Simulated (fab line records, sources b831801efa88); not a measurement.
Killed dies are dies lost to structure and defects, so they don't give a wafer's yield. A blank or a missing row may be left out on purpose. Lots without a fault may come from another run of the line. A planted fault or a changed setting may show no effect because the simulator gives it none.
fab line records | flow gf180mcu
record lots=5 wafers=15 last_day=33
route steps=602 shown CONTACT@305 M1@315 V1@335
lots that met no fault: from a run of the same line without faults
start_h: hours from the record's first day to the start of the lot's first wafer shown | wait_h: hours since the lot's step before | " the same as in the row above | L1.1+2: a row that stands for several wafers | - no value, or no start given | * or withheld: withheld | < > ~ a bound
route shown NAME@n: a module of which the file shows steps, and the number in the route of the first | usual: mean/standard deviation of fault-free wafers | same: alike in all rows | chamber/n: place in a boat | sites: the reading at each site | _std_site: their standard deviation | _edge_site: outer sites' mean less inner sites' | radius_mm: how far each site lies from the wafer's centre | mask NAME#n: copy n | behind: the tool/chamber that last shaped the wafer | hold: why the lot was held/for how many hours/how that ended | device: the transistor (n, p or np) that didn't switch | end of line: the same wafers' tests at the end of the route | a step without rows: its recipe alone | killed: dies lost to structure and defects at the first sort, not the wafer's yield | map: a wafer's dies, x killed, . not, _ none there
set.NAME: the setting as run; set.NAME@STEP: as run at that earlier step | model.NAME: the simulator's own value behind a step, which no gauge read
lots at some steps of the route; a table a step, a row a wafer
services: from which hour (start_h, from the record's first day; less than 0 if before it) a tool's chamber was out of use, for how many hours, and why
## steps
# step GF_CONTACT_STRIP_18
# recipe chemistry=O2/N2 power_w=1400 pressure_mtorr=1500 platen_temp_c=250 o2_flow_sccm=3000 n2_flow_sccm=300 overash_fraction=0.5
# usual drypump_motor_current_A=6.0/0.47 heater_power_w=358/37 oes_product_au=0.580/0.0051
# columns lot.wafer tool chamber start_h wait_h drypump_motor_current_A heater_power_w oes_product_au rf_hours_counter_h
L074.2 plasma_asher-01 0 369.11 - 5.8 420 0.581 69
L074.3 " 1 " " 6.6 338 0.578 -
L074.6 " 0 " " 5.8 400 0.583 -
L075.2 plasma_asher-03 1 379.97 - 5.5 331 0.583 76
L075.3 " 0 " " 6.0 337 0.575 -
L075.4 " 1 " " 5.5 323 0.584 -
L087.4 plasma_asher-02 0 481.10 - 5.2 323 0.577 -
L087.5 " 0 " " 5.2 332 0.579 -
L087.6 " 1 " " 6.0 319 0.586 -
L092.1 plasma_asher-01 1 520.21 - 6.6 366 0.575 9
L092.2 " 0 " " 5.8 410 0.577 9
L092.5 " 1 " " 6.6 360 0.583 -
L093.1 plasma_asher-03 0 524.16 - 6.0 346 0.580 92
L093.3 " 1 " " 5.5 317 0.579 -
L093.6 " 0 " " 6.0 345 0.584 -
# step GF_CONTACT_CLEAN_19
# recipe chemistry=SPM
# columns lot.wafer tool chamber start_h wait_h
L074.2+3+6 wet_bench-01 2 369.21 0.1
L075.2+3+4 wet_bench-01 2 380.07 0.1
L087.4+5+6 wet_bench-01 0 481.17 0.0
L092.1+2+5 wet_bench-03 0 520.31 0.1
L093.1+3+6 wet_bench-03 3 524.26 0.1
# step GF_CONTACT_CLEAN_20
# recipe chemistry=DIW
# columns lot.wafer tool chamber start_h wait_h
L074.2+3+6 wet_bench-04 1 369.31 0.0
L075.2+3+4 wet_bench-04 1 380.16 0.0
L087.4+5+6 wet_bench-03 3 481.26 0.0
L092.1+2+5 wet_bench-04 2 520.40 0.0
L093.1+3+6 wet_bench-01 3 524.36 0.0
# step GF_CONTACT_CLEAN_21
# recipe chemistry=dHF time_s=20 dilution=100:1 dry=ipa_marangoni
# columns lot.wafer tool chamber start_h wait_h
L074.2+3+6 wet_bench-03 0 369.40 0.0
L075.2+3+4 wet_bench-03 3 380.25 0.0
L087.4+5+6 wet_bench-04 2 481.36 0.0
L092.1+2+5 wet_bench-01 3 520.50 0.0
L093.1+3+6 wet_bench-03 3 524.46 0.0
# step GF_CONTACT_SPUTTER_22
# recipe material=Ti target_thk_nm=15 chamber_pressure_pa=5 power_w=2500 substrate_temp_c=200 time_s=80.02
# usual throttle_valve_pct=30.1/0.98
# columns lot.wafer tool chamber start_h wait_h throttle_valve_pct
L074.2 pvd_sputter-01 - 369.41 0.0 29.4
L074.3 " - " " 31.2
L074.6 " - " " 29.3
L075.2 pvd_sputter-03 - 380.27 0.0 29.5
L075.3 " - " " 30.1
L075.4 " - " " 31.8
L087.4 pvd_sputter-03 - 481.37 0.0 29.6
L087.5 " - " " 29.5
L087.6 " - " " 30.2
L092.1 pvd_sputter-03 - 520.51 0.0 32.1
L092.2 " - " " 29.9
L092.5 " - " " 29.7
L093.1 pvd_sputter-01 - 524.47 0.0 31.1
L093.3 " - " " 29.4
L093.6 " - " " 29.7
# step GF_CONTACT_SPUTTER_23
# recipe material=TiN target_thk_nm=10 chamber_pressure_pa=5 power_w=4000 time_s=40
# usual throttle_valve_pct=30.2/0.99
# columns lot.wafer tool chamber start_h wait_h throttle_valve_pct
L074.2 pvd_sputter-01 - 369.48 0.0 29.2
L074.3 " - " " 31.2
L074.6 " - " " 29.1
L075.2 pvd_sputter-03 - 380.33 0.0 29.8
L075.3 " - " " 30.5
L075.4 " - " " 31.9
L087.4 pvd_sputter-03 - 481.43 0.0 29.7
L087.5 " - " " 29.7
L087.6 " - " " 30.3
L092.1 pvd_sputter-03 - 520.57 0.0 31.8
L092.2 " - " " 29.8
L092.5 " - " " 29.5
L093.1 pvd_sputter-01 - 524.53 0.0 31.1
L093.3 " - " " 29.4
L093.6 " - " " 29.6
# step GF_CONTACT_CVD_24
# recipe material=W target_thk_nm=300 time_s=90.339 temp_c=400 pressure_torr=40
# usual heater_power_w=856/86
# columns lot.wafer tool chamber start_h wait_h heater_power_w
L074.2 cvd_w-02 1 369.51 0.0 798
L074.3 " 1 " " 799
L074.6 " 1 " " 796
L075.2 cvd_w-02 1 380.37 0.0 803
L075.3 " 1 " " 785
L075.4 " 0 " " 990
L087.4 cvd_w-02 0 481.51 0.1 835
L087.5 " 0 " " 866
L087.6 " 1 " " 792
L092.1 cvd_w-02 1 520.61 0.0 818
L092.2 " 0 " " 849
L092.5 " 1 " " 803
L093.1 cvd_w-01 0 524.57 0.0 778
L093.3 " 0 " " 765
L093.6 " 0 " " 771
# step GF_CONTACT_RS_MEAS_25
# recipe thk_meas_gauge=four-point-probe reads=W_of_CONTACT_CVD_24+TiN_of_CONTACT_SPUTTER_23+Ti_of_CONTACT_SPUTTER_22
# usual CONTACT_W_RS=0.384/0.0044
# columns lot.wafer tool chamber start_h wait_h CONTACT_W_RS[ohm/sq]
L074.2 film_metro-02 - 369.66 0.1 0.386
L074.3 " - " " 0.384
L074.6 " - " " 0.384
L075.2 film_metro-01 - 380.49 0.1 0.388
L075.3 " - " " 0.387
L075.4 " - " " 0.381
L087.4 film_metro-04 - 481.63 0.1 0.387
L087.5 " - " " 0.385
L087.6 " - " " 0.389
L092.1 film_metro-02 - 520.71 0.1 0.393
L092.2 " - " " 0.395
L092.5 " - " " 0.389
L093.1 film_metro-02 - 524.67 0.1 0.380
L093.3 " - " " 0.383
L093.6 " - " " 0.383
# step GF_CONTACT_THK_MEAS_26
# recipe thk_meas_gauge=xrf reads=W_of_CONTACT_CVD_24
# usual CONTACT_W_THK=286/3.7
# columns lot.wafer tool chamber start_h wait_h CONTACT_W_THK[nm]
L074.2 film_metro-02 - 369.77 0.1 284
L074.3 " - " " 285
L074.6 " - " " 284
L075.2 film_metro-01 - 380.60 0.1 284
L075.3 " - " " 286
L075.4 " - " " 290
L087.4 film_metro-04 - 481.72 0.1 286
L087.5 " - " " 287
L087.6 " - " " 285
L092.1 film_metro-02 - 520.83 0.1 281
L092.2 " - " " 280
L092.5 " - " " 283
L093.1 film_metro-02 - 524.79 0.1 291
L093.3 " - " " 288
L093.6 " - " " 288
# step GF_CONTACT_CMP_27
# recipe stop_on=SiO2 down_force_psi=3.5 platen_rpm=60 t_overpolish_s=15 target_thk_nm=0 pad_velocity_m_s=0.94248
# usual motor_current_A=11.2/0.74 overpolish_run_s=14.999/0.0087 time_to_endpoint_s=70/3
# columns lot.wafer tool chamber start_h wait_h motor_current_A overpolish_run_s time_to_endpoint_s
L074.3 cmp-02 1 369.82 0.0 12.1 14.980 72
L074.2 " 3 " " 10.9 15.003 68
L074.6 " 2 " " 11.3 14.990 70
L075.4 cmp-01 0 380.65 0.0 9.8 15.007 68
L075.3 " 1 " " 11.6 14.993 67
L075.2 " 3 " " 10.3 15.007 67
L087.4 cmp-02 3 481.80 0.1 11.3 14.997 70
L087.5 " 2 " " 10.4 14.995 66
L087.6 " 3 " " 11.5 14.986 70
L092.2 cmp-01 1 520.94 0.1 11.7 14.994 67
L092.1 " 3 " " 10.8 14.990 67
L092.5 " 1 " " 11.2 15.008 69
L093.3 cmp-01 2 524.95 0.1 11.9 14.995 69
L093.1 " 3 " " 10.4 15.007 69
L093.6 " 1 " " 10.8 14.996 74
# step GF_M1_SPUTTER_00
# recipe material=Ti target_thk_nm=37.5 arriving_ion_energy_ev=80 substrate_temp_c=200 chamber_pressure_pa=2 power_w=4000 time_s=150
# usual throttle_valve_pct=29.9/1.1
# columns lot.wafer tool chamber start_h wait_h throttle_valve_pct
L074.2 pvd_sputter-02 - 370.12 0.1 28.7
L074.3 " - " " 30.4
L074.6 " - " " 28.7
L075.2 pvd_sputter-02 - 380.95 0.1 30.4
L075.3 " - " " 28.5
L075.4 " - " " 30.8
L087.4 pvd_sputter-04 - 482.05 0.2 31.7
L087.5 " - " " 28.4
L087.6 " - " " 31.8
L092.1 pvd_sputter-01 - 521.19 0.1 29.3
L092.2 " - " " 30.8
L092.5 " - " " 29.2
L093.1 pvd_sputter-02 - 525.15 0.1 28.6
L093.3 " - " " 30.3
L093.6 " - " " 30.5
# step GF_M1_SPUTTER_01
# recipe material=TiN target_thk_nm=30 power_w=6500 time_s=25 chamber_pressure_pa=0.4
# usual throttle_valve_pct=30.0/1.1
# columns lot.wafer tool chamber start_h wait_h throttle_valve_pct
L074.2 pvd_sputter-02 - 370.22 0.1 29.1
L074.3 " - " " 30.4
L074.6 " - " " 28.8
L075.2 pvd_sputter-02 - 381.05 0.1 30.2
L075.3 " - " " 28.4
L075.4 " - " " 30.8
L087.4 pvd_sputter-04 - 482.15 0.1 32.1
L087.5 " - " " 28.4
L087.6 " - " " 31.9
L092.1 pvd_sputter-01 - 521.29 0.1 29.5
L092.2 " - " " 31.3
L092.5 " - " " 29.4
L093.1 pvd_sputter-02 - 525.25 0.1 29.1
L093.3 " - " " 30.6
L093.6 " - " " 30.3
# step GF_M1_SPUTTER_02
# recipe material=AlCu target_thk_nm=450 power_w=10600 time_s=23.9 chamber_pressure_pa=0.4
# usual throttle_valve_pct=29.9/1.1
# columns lot.wafer tool chamber start_h wait_h throttle_valve_pct
L074.2 pvd_sputter-02 - 370.25 0.0 28.9
L074.3 " - " " 30.1
L074.6 " - " " 28.7
L075.2 pvd_sputter-02 - 381.08 0.0 30.1
L075.3 " - " " 28.5
L075.4 " - " " 31.0
L087.4 pvd_sputter-04 - 482.18 0.0 32.2
L087.5 " - " " 28.6
L087.6 " - " " 32.1
L092.1 pvd_sputter-01 - 521.32 0.0 29.2
L092.2 " - " " 31.1
L092.5 " - " " 29.2
L093.1 pvd_sputter-02 - 525.28 0.0 28.9
L093.3 " - " " 30.3
L093.6 " - " " 30.1
# step GF_M1_SPUTTER_03
# recipe material=Ti target_thk_nm=10 substrate_temp_c=300 chamber_pressure_pa=0.3 power_w=3000 time_s=6.7
# usual throttle_valve_pct=29.9/1.1
# columns lot.wafer tool chamber start_h wait_h throttle_valve_pct
L074.2 pvd_sputter-02 - 370.28 0.0 28.6
L074.3 " - " " 30.3
L074.6 " - " " 29.0
L075.2 pvd_sputter-02 - 381.11 0.0 30.3
L075.3 " - " " 28.4
L075.4 " - " " 30.7
L087.4 pvd_sputter-04 - 482.21 0.0 31.8
L087.5 " - " " 28.2
L087.6 " - " " 32.1
L092.1 pvd_sputter-01 - 521.35 0.0 29.2
L092.2 " - " " 31.2
L092.5 " - " " 29.4
L093.1 pvd_sputter-02 - 525.31 0.0 29.0
L093.3 " - " " 30.5
L093.6 " - " " 30.4
# step GF_M1_SPUTTER_04
# recipe material=TiN target_thk_nm=50 power_w=6500 time_s=41.7 chamber_pressure_pa=0.4
# usual throttle_valve_pct=29.9/1.1
# columns lot.wafer tool chamber start_h wait_h throttle_valve_pct
L074.2 pvd_sputter-02 - 370.30 0.0 29.0
L074.3 " - " " 30.5
L074.6 " - " " 28.9
L075.2 pvd_sputter-02 - 381.13 0.0 30.3
L075.3 " - " " 28.6
L075.4 " - " " 30.6
L087.4 pvd_sputter-04 - 482.23 0.0 32.0
L087.5 " - " " 28.2
L087.6 " - " " 31.9
L092.1 pvd_sputter-01 - 521.37 0.0 29.2
L092.2 " - " " 31.3
L092.5 " - " " 29.0
L093.1 pvd_sputter-02 - 525.33 0.0 29.0
L093.3 " - " " 30.1
L093.6 " - " " 30.4
# step GF_M1_RS_MEAS_05
# recipe thk_meas_gauge=four-point-probe reads=TiN_of_M1_SPUTTER_04+Ti_of_M1_SPUTTER_03+AlCu_of_M1_SPUTTER_02+TiN_of_M1_SPUTTER_01+Ti_of_M1_SPUTTER_00
# usual M1_ALCU_RS=0.0697/0.00087
# columns lot.wafer tool chamber start_h wait_h M1_ALCU_RS[ohm/sq]
L074.2 film_metro-02 - 370.36 0.0 0.0689
L074.3 " - " " 0.0692
L074.6 " - " " 0.0684
L075.2 film_metro-01 - 381.19 0.0 0.0715
L075.3 " - " " 0.0704
L075.4 " - " " 0.0697
L087.4 film_metro-03 - 482.33 0.1 0.0708
L087.5 " - " " 0.0702
L087.6 " - " " 0.0711
L092.1 film_metro-03 - 521.41 0.0 0.0693
L092.2 " - " " 0.0706
L092.5 " - " " 0.0694
L093.1 film_metro-02 - 525.37 0.0 0.0688
L093.3 " - " " 0.0706
L093.6 " - " " 0.0705
# step GF_M1_THK_MEAS_06
# recipe thk_meas_gauge=xrf reads=AlCu_of_M1_SPUTTER_02
# usual M1_ALCU_THK=452/5.6
# columns lot.wafer tool chamber start_h wait_h M1_ALCU_THK[nm]
L074.2 film_metro-02 - 370.47 0.1 460
L074.3 " - " " 455
L074.6 " - " " 460
L075.2 film_metro-01 - 381.30 0.1 436
L075.3 " - " " 447
L075.4 " - " " 451
L087.4 film_metro-03 - 482.42 0.1 445
L087.5 " - " " 450
L087.6 " - " " 446
L092.1 film_metro-03 - 521.53 0.1 454
L092.2 " - " " 444
L092.5 " - " " 456
L093.1 film_metro-02 - 525.49 0.1 458
L093.3 " - " " 445
L093.6 " - " " 447
# step GF_M1_DEHYDRATE_07
# recipe temp_c=200 time_s=60
# columns lot.wafer tool chamber start_h wait_h
L074.2+3+6 litho_track-01 0 381.45 11.0
L075.2+3+4 litho_track-04 0 392.02 10.7
L087.4+5+6 litho_track-02 0 493.95 11.5
L092.1+2+5 litho_track-01 0 532.22 10.7
L093.1+3+6 litho_track-02 0 536.38 10.9
# step GF_M1_HMDS_08
# recipe prime_time_s=60 prime_temp_c=120
# columns lot.wafer tool chamber start_h wait_h
L074.2+3+6 litho_track-01 0 381.60 0.1
L075.2+3+4 litho_track-04 0 392.17 0.1
L087.4+5+6 litho_track-02 0 494.10 0.1
L092.1+2+5 litho_track-01 0 532.37 0.1
L093.1+3+6 litho_track-02 0 536.53 0.1
# step GF_M1_COAT_09
# recipe resist=KrF spin_rpm=withheld resist_thk_nm=1000
# columns lot.wafer tool chamber start_h wait_h
L074.2+3+6 litho_track-01 0 381.75 0.1
L075.2+3+4 litho_track-04 0 392.32 0.1
L087.4+5+6 litho_track-02 0 494.25 0.1
L092.1+2+5 litho_track-01 0 532.52 0.1
L093.1+3+6 litho_track-02 0 536.68 0.1
# step GF_M1_SOFTBAKE_10
# recipe temp_c=130 time_s=60 resist=KrF
# columns lot.wafer tool chamber start_h wait_h
L074.2+3+6 litho_track-01 0 381.90 0.1
L075.2+3+4 litho_track-04 0 392.47 0.1
L087.4+5+6 litho_track-02 0 494.40 0.1
L092.1+2+5 litho_track-01 0 532.67 0.1
L093.1+3+6 litho_track-02 0 536.83 0.1
# step GF_M1_EXPOSE_11
# recipe mask_id=Metal1 target_cd_nm=230 na=0.68 source_shape=conventional sigma_outer=0.6 dose_mj=28
# usual focus_offset_nm=0.1/0.53 reticle_temp_C=22.98/0.11
# columns lot.wafer tool chamber start_h wait_h mask focus_offset_nm reticle_temp_C
L074.2 krf_scanner-02 0 - - Metal1#0 1.4 22.95
L074.3 " 0 " " Metal1#0 0.6 22.96
L074.6 " 0 " " Metal1#0 0.0 22.91
L075.2 krf_scanner-01 0 - - Metal1#0 -0.4 23.09
L075.3 " 0 " " Metal1#0 1.1 23.20
L075.4 " 0 " " Metal1#0 0.5 23.07
L087.4 krf_scanner-02 0 - - Metal1#0 0.1 22.91
L087.5 " 0 " " Metal1#0 -0.4 22.93
L087.6 " 0 " " Metal1#0 0.6 22.92
L092.1 krf_scanner-01 0 - - Metal1#0 0.3 22.87
L092.2 " 0 " " Metal1#0 -0.5 22.85
L092.5 " 0 " " Metal1#0 -0.6 22.86
L093.1 krf_scanner-01 0 - - Metal1#0 0.6 23.02
L093.3 " 0 " " Metal1#0 -0.3 23.17
L093.6 " 0 " " Metal1#0 -0.5 23.04
# step GF_M1_PEB_12
# recipe peb_temp_c=135 peb_time_s=90 resist=KrF
# same peb_time_s=90
# columns lot.wafer tool chamber start_h wait_h
L074.2+3+6 litho_track-04 0 - -
L075.2+3+4 litho_track-04 0 - -
L087.4+5+6 litho_track-01 0 - -
L092.1+2+5 litho_track-01 0 - -
L093.1+3+6 litho_track-01 0 - -
# step GF_M1_DEVELOP_13
# recipe develop_time_s=60 dev_temp_c=21
# columns lot.wafer tool chamber start_h wait_h
L074.2+3+6 litho_track-04 0 393.12 0.2
L075.2+3+4 litho_track-04 0 403.82 0.2
L087.4+5+6 litho_track-01 0 505.70 0.1
L092.1+2+5 litho_track-01 0 543.82 0.2
L093.1+3+6 litho_track-01 0 547.57 0.2
# step GF_M1_CD_MEAS_14
# recipe target_cd_nm=230
# usual cd_nm=229.9/1.3
# columns lot.wafer tool chamber start_h wait_h cd_nm
L074.2 cd_sem-01 - 393.27 0.1 229.9
L074.3 " - " " 229.6
L074.6 " - " " 230.1
L075.2 cd_sem-02 - 403.97 0.1 230.3
L075.3 " - " " 231.2
L075.4 " - " " 230.2
L087.4 cd_sem-02 - 505.83 0.1 229.2
L087.5 " - " " 228.8
L087.6 " - " " 229.2
L092.1 cd_sem-02 - 543.97 0.1 228.0
L092.2 " - " " 229.1
L092.5 " - " " 230.0
L093.1 cd_sem-01 - 547.72 0.1 228.0
L093.3 " - " " 227.7
L093.6 " - " " 227.3
# step GF_M1_OVL_MEAS_15
# usual M1_OVL=4/5.2
# columns lot.wafer tool chamber start_h wait_h M1_OVL[nm]
L074.2 overlay-01 - 393.37 0.1 -9
L074.3 " - " " -6
L074.6 " - " " -3
L075.2 overlay-01 - 404.07 0.1 3
L075.3 " - " " 11
L075.4 " - " " 14
L087.4 overlay-02 - 505.91 0.1 -6
L087.5 " - " " 3
L087.6 " - " " 7
L092.1 overlay-02 - 544.09 0.1 0
L092.2 " - " " 3
L092.5 " - " " 1
L093.1 overlay-02 - 547.84 0.1 11
L093.3 " - " " 9
L093.6 " - " " 1
# step GF_M1_METAL_ETCH_16
# recipe chemistry=Cl2/BCl3 mask_material=KrF target_depth_nm=627.5 stop_on=SiO2 pressure_mtorr=8 icp_w=800 bias_w=140 Cl2_flow_sccm=80 bcl3_flow_sccm=40 time_s=104.6
# usual drypump_motor_current_A=5.6/0.55 he_backside_leak_sccm=3.4/0.39 oes_product_au=0.971/0.0067 throttle_valve_pct=28.252/0.011
# columns lot.wafer tool chamber start_h wait_h drypump_motor_current_A he_backside_leak_sccm oes_product_au rf_hours_counter_h throttle_valve_pct
L074.2 rie_metal-01 0 393.40 0.0 6.2 3.4 0.977 9 28.241
L074.3 " 0 " " 6.2 3.5 0.970 - 28.248
L074.6 " 0 " " 6.2 3.4 0.988 - 28.235
L075.2 rie_metal-01 1 404.10 0.0 6.5 3.5 0.959 8 28.273
L075.3 " 1 " " 6.5 3.3 0.966 - 28.256
L075.4 " 0 " " 6.2 3.3 0.974 - 28.247
L087.4 rie_metal-04 1 505.97 0.0 5.4 3.0 0.966 - 28.245
L087.5 " 1 " " 5.4 3.0 0.969 - 28.262
L087.6 " 0 " " 5.6 3.5 0.964 - 28.251
L092.1 rie_metal-04 1 544.13 0.0 5.3 3.0 0.979 6 28.258
L092.2 " 0 " " 5.6 3.2 0.960 2 28.267
L092.5 " 1 " " 5.4 3.2 0.979 - 28.251
L093.1 rie_metal-04 0 547.88 0.0 5.5 3.3 0.985 2 28.244
L093.3 " 0 " " 5.6 3.5 0.971 - 28.250
L093.6 " 0 " " 5.6 3.6 0.971 - 28.246
# step GF_M1_STRIP_17
# recipe chemistry=O2/N2 power_w=1400 pressure_mtorr=1500 platen_temp_c=250 o2_flow_sccm=3000 n2_flow_sccm=300 overash_fraction=0.5
# usual drypump_motor_current_A=5.6/0.51 heater_power_w=325/13 oes_product_au=0.559/0.0048 strip_time_to_endpoint_s=7.90/0.043
# columns lot.wafer tool chamber start_h wait_h drypump_motor_current_A heater_power_w oes_product_au rf_hours_counter_h strip_time_to_endpoint_s
L074.2 plasma_asher-02 0 393.52 0.1 5.2 330 0.556 30 7.87
L074.3 " 0 " " 5.2 327 0.555 - 7.90
L074.6 " 1 " " 5.9 306 0.561 - 7.87
L075.2 plasma_asher-04 1 404.22 0.1 4.8 317 0.558 61 7.85
L075.3 " 1 " " 4.8 321 0.560 - 7.89
L075.4 " 0 " " 6.1 324 0.555 - 7.79
L087.4 plasma_asher-04 0 506.08 0.1 6.2 331 0.556 - 7.87
L087.5 " 0 " " 6.2 334 0.565 - 7.84
L087.6 " 1 " " 4.8 320 0.560 - 7.94
L092.1 plasma_asher-03 0 544.24 0.1 6.0 358 0.558 94 7.91
L092.2 " 1 " " 5.5 324 0.565 94 7.96
L092.5 " 0 " " 6.0 344 0.558 - 7.88
L093.1 plasma_asher-04 0 547.99 0.1 6.1 338 0.560 76 7.95
L093.3 " 0 " " 6.1 333 0.563 - 7.94
L093.6 " 1 " " 4.8 314 0.558 - 7.96
# step GF_M1_STRIP_18
# recipe chemistry=post_etch_residue_remover time_s=1200 temp_c=72.5
# columns lot.wafer tool chamber start_h wait_h
L074.2+3+6 wet_bench-02 0 393.62 0.1
L075.2+3+4 wet_bench-02 2 404.32 0.1
L087.4+5+6 wet_bench-04 3 506.14 0.0
L092.1+2+5 wet_bench-01 0 544.34 0.1
L093.1+3+6 wet_bench-01 1 548.09 0.1
# step GF_M1_CLEAN_19
# recipe chemistry=DIW dry=n2_spin
# columns lot.wafer tool chamber start_h wait_h
L074.2+3+6 wet_bench-01 3 393.96 0.0
L075.2+3+4 wet_bench-04 3 404.66 0.0
L087.4+5+6 wet_bench-02 2 506.48 0.0
L092.1+2+5 wet_bench-04 1 544.68 0.0
L093.1+3+6 wet_bench-01 1 548.43 0.0
# step GF_V1_CVD_00
# recipe material=SiO2 target_thk_nm=600 sigma_open_frac=0.3 temp_c=400 time_s=100 sih4_flow_sccm=60 pressure_mtorr=6
# usual pressure_mtorr=6.000/0.011
# columns lot.wafer tool chamber start_h wait_h pressure_mtorr
L074.2 hdpcvd-01 0 394.07 0.0 6.008
L074.3 " 1 " " 6.007
L074.6 " 1 " " 6.015
L075.2 hdpcvd-02 1 404.76 0.0 6.013
L075.3 " 2 " " 5.997
L075.4 " 2 " " 6.001
L087.4 hdpcvd-01 2 506.61 0.0 5.982
L087.5 " 0 " " 5.986
L087.6 " 1 " " 6.011
L092.1 hdpcvd-01 2 544.78 0.0 6.013
L092.2 " 1 " " 5.998
L092.5 " 0 " " 6.035
L093.1 hdpcvd-01 1 548.52 0.0 5.994
L093.3 " 2 " " 5.995
L093.6 " 2 " " 6.004
# step GF_V1_THK_MEAS_01
# recipe reads=SiO2_of_V1_CVD_00
# usual V1_CVD_00_THK=601/5.8
# columns lot.wafer tool chamber start_h wait_h V1_CVD_00_THK[nm]
L074.2 film_metro-04 - 394.15 0.0 601
L074.3 " - " " 610
L074.6 " - " " 606
L075.2 film_metro-03 - 404.84 0.0 594
L075.3 " - " " 599
L075.4 " - " " 600
L087.4 film_metro-04 - 506.68 0.0 596
L087.5 " - " " 606
L087.6 " - " " 604
L092.1 film_metro-01 - 544.85 0.0 600
L092.2 " - " " 596
L092.5 " - " " 602
L093.1 film_metro-04 - 548.60 0.0 604
L093.3 " - " " 606
L093.6 " - " " 606
# step GF_V1_CVD_02
# recipe material=SiO2 target_thk_nm=850 precursor=TEOS temp_c=400 time_s=94.851 rf_w=600
# usual heater_power_w=640/87
# columns lot.wafer tool chamber start_h wait_h heater_power_w
L074.2 pecvd-04 1 394.20 0.0 705
L074.3 " 2 " " 685
L074.6 " 1 " " 732
L075.2 pecvd-02 2 404.89 0.0 434
L075.3 " 1 " " 555
L075.4 " 0 " " 720
L087.4 pecvd-01 0 506.74 0.1 663
L087.5 " 1 " " 596
L087.6 " 2 " " 614
L092.1 pecvd-01 1 544.91 0.1 752
L092.2 " 2 " " 593
L092.5 " 1 " " 585
L093.1 pecvd-02 2 548.66 0.1 467
L093.3 " 1 " " 551
L093.6 " 2 " " 489
# step GF_V1_THK_MEAS_03
# recipe reads=SiO2_of_V1_CVD_02
# usual V1_CVD_02_THK=851/10
# columns lot.wafer tool chamber start_h wait_h V1_CVD_02_THK[nm]
L074.2 film_metro-01 - 394.28 0.0 839
L074.3 " - " " 850
L074.6 " - " " 847
L075.2 film_metro-04 - 404.97 0.0 852
L075.3 " - " " 838
L075.4 " - " " 850
L087.4 film_metro-01 - 506.81 0.0 869
L087.5 " - " " 860
L087.6 " - " " 862
L092.1 film_metro-04 - 544.98 0.0 841
L092.2 " - " " 847
L092.5 " - " " 852
L093.1 film_metro-01 - 548.78 0.1 838
L093.3 " - " " 838
L093.6 " - " " 855
# step GF_V1_CMP_04
# recipe material=SiO2 down_force_psi=4 platen_rpm=60 pad_velocity_m_s=0.94248
# usual motor_current_A=12.5/0.89 time_to_endpoint_s=78/5.1
# columns lot.wafer tool chamber start_h wait_h motor_current_A time_to_endpoint_s
L074.3 cmp-02 2 394.33 0.0 12.4 82
L074.2 " 3 " " 12.1 78
L074.6 " 3 " " 12.4 83
L075.2 cmp-01 3 405.07 0.1 12.1 78
L075.3 " 0 " " 11.6 72
L075.4 " 1 " " 11.5 84
L087.4 cmp-01 0 506.99 0.2 10.5 80
L087.6 " 1 " " 12.3 81
L087.5 " 2 " " 12.4 76
L092.1 cmp-02 2 545.09 0.1 12.0 78
L092.2 " 3 " " 11.7 85
L092.5 " 1 " " 13.8 85
L093.1 cmp-01 1 548.89 0.1 12.7 80
L093.3 " 2 " " 13.1 76
L093.6 " 0 " " 10.9 83
# step GF_V1_BOW_MEAS_05
# recipe mode=bow
# usual V1_BOW=83/8.1
# columns lot.wafer tool chamber start_h wait_h V1_BOW[um]
L074.2 film_metro-04 - 394.65 0.2 80
L074.3 " - " " 83
L074.6 " - " " 94
L075.2 film_metro-04 - 405.34 0.2 95
L075.3 " - " " 94
L075.4 " - " " 92
L087.4 film_metro-01 - 507.20 0.2 83
L087.5 " - " " 84
L087.6 " - " " 84
L092.1 film_metro-03 - 545.34 0.2 90
L092.2 " - " " 77
L092.5 " - " " 84
L093.1 film_metro-03 - 549.14 0.2 87
L093.3 " - " " 83
L093.6 " - " " 93
# step GF_V1_DEHYDRATE_06
# recipe temp_c=200 time_s=60
# columns lot.wafer tool chamber start_h wait_h
L074.2+3+6 litho_track-04 0 406.12 11.5
L075.2+3+4 litho_track-04 0 416.22 10.9
L087.4+5+6 litho_track-01 0 518.70 11.5
L092.1+2+5 litho_track-04 0 556.00 10.6
L093.1+3+6 litho_track-04 0 559.70 10.5
# step GF_V1_HMDS_07
# recipe prime_time_s=60 prime_temp_c=120
# columns lot.wafer tool chamber start_h wait_h
L074.2+3+6 litho_track-04 0 406.27 0.1
L075.2+3+4 litho_track-04 0 416.37 0.1
L087.4+5+6 litho_track-01 0 518.85 0.1
L092.1+2+5 litho_track-04 0 556.15 0.1
L093.1+3+6 litho_track-04 0 559.85 0.1
# step GF_V1_COAT_08
# recipe resist=BARC temp_c=withheld time_s=withheld spin_rpm=withheld resist_thk_nm=withheld
# columns lot.wafer tool chamber start_h wait_h
L074.2+3+6 litho_track-04 0 406.42 0.1
L075.2+3+4 litho_track-04 0 416.52 0.1
L087.4+5+6 litho_track-01 0 519.00 0.1
L092.1+2+5 litho_track-04 0 556.30 0.1
L093.1+3+6 litho_track-04 0 560.00 0.1
# step GF_V1_COAT_09
# recipe resist=KrF spin_rpm=withheld resist_thk_nm=1000
# columns lot.wafer tool chamber start_h wait_h
L074.2+3+6 litho_track-04 0 - -
L075.2+3+4 litho_track-04 0 - -
L087.4+5+6 litho_track-01 0 - -
L092.1+2+5 litho_track-04 0 - -
L093.1+3+6 litho_track-04 0 - -
# step GF_V1_SOFTBAKE_10
# recipe temp_c=130 time_s=60 resist=KrF
# columns lot.wafer tool chamber start_h wait_h
L074.2+3+6 litho_track-04 0 - -
L075.2+3+4 litho_track-04 0 - -
L087.4+5+6 litho_track-01 0 - -
L092.1+2+5 litho_track-04 0 - -
L093.1+3+6 litho_track-04 0 - -
## services
# columns tool chamber start_h hours kind
cmp-01 - 366.04 13.4 pm
cmp-02 - 366.45 1.1 repair
cmp-02 - 379.52 5.8 pm
wet_bench-03 - 387.93 5.6 repair
cvd_w-02 - 390.00 14.0 pm
pvd_sputter-02 - 394.88 1.9 repair
cmp-02 - 397.28 1.0 repair
cmp-02 - 404.00 4.0 pm
cmp-01 - 407.65 0.9 repair
cmp-01 - 422.18 0.4 repair
pvd_sputter-02 - 444.28 6.8 repair
pvd_sputter-01 - 444.51 1.9 repair
cvd_w-02 - 447.49 29.3 repair
cmp-01 - 452.11 6.8 pm
cvd_w-02 1 455.52 6.8 repair
pvd_sputter-02 - 473.15 14.5 repair
cmp-01 - 480.90 3.2 pm
cmp-02 - 496.59 3.4 repair
pvd_sputter-01 - 505.14 5.0 repair
hdpcvd-01 - 519.00 6.0 pm
hdpcvd-01 2 527.32 15.0 repair
hdpcvd-01 - 528.46 1.5 repair
cmp-01 - 533.94 0.7 repair
cmp-02 - 542.34 1.9 repair
## key
fault none
